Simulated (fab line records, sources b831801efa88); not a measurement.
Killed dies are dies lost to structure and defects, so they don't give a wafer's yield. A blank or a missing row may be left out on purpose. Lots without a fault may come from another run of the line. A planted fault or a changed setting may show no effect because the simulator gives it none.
One fault seen from 2 desks | flow gf180mcu | each desk has only its own numbers; what lay behind them comes last

THE TOOL OWNER'S DESK: implanter-01
The tool's own readings at GF_MVPSD_IMPLANT_09: means of the sampled wafers that have a number, for each lot that ran on this tool. A lot is out of limits, marked OUT, if its mean lies more than 4 standard deviations from the usual mean; the brackets give that distance.
Columns: A = beam_on_s at GF_MVPSD_IMPLANT_09, usual 10.00 s; B = faraday_current_uA at GF_MVPSD_IMPLANT_09, usual 28.2
lot  | first seen here | A               | B
L557 | day 5 16:01     | 9.93            | 28.3
L565 | day 7 12:32     | 10.14           | 27.8
L568 | day 8 09:26     | 10.04           | 28.0
L577 | day 10 11:53    | 8.45 (-8.6) OUT | 33.4 (+10) OUT
L578 | day 10 20:56    | 8.34 (-9.2) OUT | 33.8 (+11) OUT
This desk's finding: out of limits on L577, L578; first on L577, day 10 11:53 (beam_on_s at GF_MVPSD_IMPLANT_09). In limits: L557, L565, L568.

THE METROLOGY DESK
What the gauges read, lot by lot, whatever tool the lot ran on: means of the sampled wafers that have a number. A lot is out of limits, marked OUT, if its mean lies more than 4 standard deviations from the usual mean; the brackets give that distance.
Columns: A = LVPWELL_TW at GF_LVPWELL_TW_MEAS_11, usual 558; B = MVSD_OVL at GF_MVSD_OVL_MEAS_07, usual -0.6 nm; C = MVPSD_TW at GF_MVPSD_TW_MEAS_11, usual 552; D = MVPSD_RS at GF_VT_IMPLANT_RS_MEAS_49, usual 1179.1 ohm/sq
lot  | first seen here | A   | B    | C   | D
L555 | day 3 20:46     | 559 | -1.7 | 547 | 1179.4
L557 | day 4 11:22     | 564 | 1.1  | 556 | 1181.6
L558 | day 4 14:07     | 550 | 0.1  | 557 | 1181.0
L560 | day 5 00:56     | 558 | -1.0 | 544 | 1181.3
L561 | day 5 05:15     | 557 | 0.0  | 558 | 1176.5
L562 | day 5 13:57     | 557 | -0.7 | 545 | 1178.6
L563 | day 5 18:30     | 557 | -1.4 | 557 | 1177.6
L565 | day 6 05:47     | 564 | -0.5 | 553 | 1177.6
L566 | day 6 10:38     | 562 | -1.7 | 547 | 1176.4
L567 | day 6 19:36     | 565 | 0.0  | 555 | 1179.4
L568 | day 7 00:22     | 556 | 0.0  | 553 | 1177.3
L569 | day 7 05:38     | 556 | -0.2 | 552 | 1177.3
L577 | day 9 00:20     | 556 | -2.5 | 542 | 1221.3 (+16) OUT
L578 | day 9 08:35     | 553 | -1.0 | 552 | 1216.3 (+14) OUT
This desk's finding: out of limits on L577, L578; first on L577, day 13 18:40 (MVPSD_RS at GF_VT_IMPLANT_RS_MEAS_49). In limits: L555, L557, L558, L560, L561, L562, L563, L565, L566, L567, L568, L569.

PUT TOGETHER
The tool owner's desk could have raised an alarm at day 10 11:53, on L577, L578.
The metrology desk could have raised an alarm at day 13 18:40, on L577, L578.
Of the lots named, all ran GF_MVPSD_IMPLANT_09 on implanter-01.

WHAT THE SIMULATOR HAD PUT IN
Process parameter drift: implanter-01, from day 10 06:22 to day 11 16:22, at GF_MVPSD_IMPLANT_09. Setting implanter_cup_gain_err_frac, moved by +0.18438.
Lots struck among those shown: L577, L578.
Hours from the fault's start to each desk's first reading out of limits: the tool owner's desk, 6; the metrology desk, 84.
